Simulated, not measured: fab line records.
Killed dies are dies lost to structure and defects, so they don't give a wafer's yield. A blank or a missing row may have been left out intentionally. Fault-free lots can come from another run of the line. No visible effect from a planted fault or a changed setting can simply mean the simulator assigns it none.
Comparing a struck lot with a sound one || flow gf180mcu || 15 out of 602 route steps
Sound: the wafers L728.2, L728.5, L728.6. Struck: wafer L732.2 (left out: L732.1, L732.5 of the same lot, which were not struck); the cause appears at the end.
Each step with rows lists, per side, the tool, then ch with its chambers, then its first start. Under that, the readings that differ: sound wafers || struck wafers || difference of the means || sigmas: that difference in standard deviations of wafers without a fault.
alike: same words and numbers on both sides, and readings whose means sit less than 2 such deviations apart. not compared: any withheld reading, any reading some wafer has no value for, any bound like >300 that may hide the same value, and any number with overlapping values for which the record gives no deviation.
The two part at a step that has a row with sigmas, a row that says differs or no value, or rows on one side only. Numbers that don't overlap but have no deviation are shown without sigmas and don't part them. A reading that every wafer of one side lacks parts them only if that side has two wafers or more.

GF_V5_OVL_MEAS_15:
  struck on overlay-01, day 30 11:07; sound on overlay-02, day 28 21:48
  alike: V5_OVL
GF_V5_ETCH_16: etches BARC in N2/H2.
  sound on rieDiel-02 ch 2,3, day 28 21:50; struck on rieDiel-02 ch 0, day 30 11:09
  alike: drypumpMotorCurrentA, oesProductAu, throttleValvePct
GF_V5_ETCH_17: etches SiO2 in C4F8/O2/Ar, stops on TiN, target depth 855 nm.
  sound on rieDiel-02 ch 2,3; struck on rieDiel-02 ch 0
  alike: oesProductAu
then, 3 steps without rows for these wafers: GF_V5_STRIP_18 (strips in O2/N2); GF_V5_STRIP_19 (strips in post etch residue remover, time 1200 s); GF_V5_CLEAN_20 (cleans in DIW).
GF_V5_SPUTTER_21: material Ti, target thk 15 nm, time 80.02 s.
  struck on pvdSputter-04, day 30 11:50; sound on pvdSputter-03, day 28 22:57
  alike: cathodeDcPowerW, chamberPressurePa, throttleValvePct
then, 1 step without rows for these wafers: GF_V5_SPUTTER_22 (material TiN, target thk 10 nm, time 40 s).
GF_V5_CVD_23: deposits W, target thk 350 nm, time 104.9 s.
  sound on cvdW-02 ch 0,1, day 28 23:03; struck on cvdW-01 ch 0, day 30 11:56
  alike: heaterPowerW
GF_V5_RS_MEAS_24: measurement is done with a four-point probe.
  struck on filmMetro-02, day 30 12:02; sound on filmMetro-02, day 28 23:11
  alike: V5_W_RS
GF_V5_THK_MEAS_25: measures by xrf.
  struck on filmMetro-02, day 30 12:10; sound on filmMetro-02, day 28 23:17
  alike: V5_W_THK
GF_V5_CMP_26: polishes, stops on SiO2, t overpolish 15 s, target thk 0 nm.
  sound on cmp-01 ch 0,1,3, day 28 23:26; struck on cmp-02 ch 2, day 30 12:19
  alike: edgeZonePressureFrac, motorCurrentA, overpolishRunS, slurryFilterDpKPa, timeToEndpointS
GF_TOP_METAL_SPUTTER_00: material Ti, target thk 37.5 nm, time 150 s.
  struck on pvdSputter-02, day 30 12:31; sound on pvdSputter-02, day 28 23:38
{"reading": "cathodeDcPowerW (W)", "sound": "3998.7 4000.6 4000.2", "struck": 4736.7, "difference": "+736.9", "sigmas": "+99 or more"}
{"reading": "throttleValvePct (%)", "sound": "31.8 29.3 32.0", "struck": 28.0, "difference": -3.0, "sigmas": -3}
{"reading": "model.Ti_of_TOP_METAL_SPUTTER_00.thkNm (nm)", "sound": "37.17 37.31 37.38", "struck": 45.03, "difference": "+7.74", "sigmas": ""}
  alike: chamberPressurePa
then, 1 step without rows for these wafers: GF_TOP_METAL_SPUTTER_01 (material TiN, target thk 30 nm, time 25 s).
GF_PASSIVATION_PROBE_99:
  record: rows for the struck wafers here (prober-02, day 32 02:25), none for the sound ones

== WHERE THEY PART ==
Earliest at GF_TOP_METAL_SPUTTER_00; latest, in this record, at GF_PASSIVATION_PROBE_99.

WHY: what the simulator had put in
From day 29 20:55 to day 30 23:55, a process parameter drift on pvdSputter-02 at GF_TOP_METAL_SPUTTER_00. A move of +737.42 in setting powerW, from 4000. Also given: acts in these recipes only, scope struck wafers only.
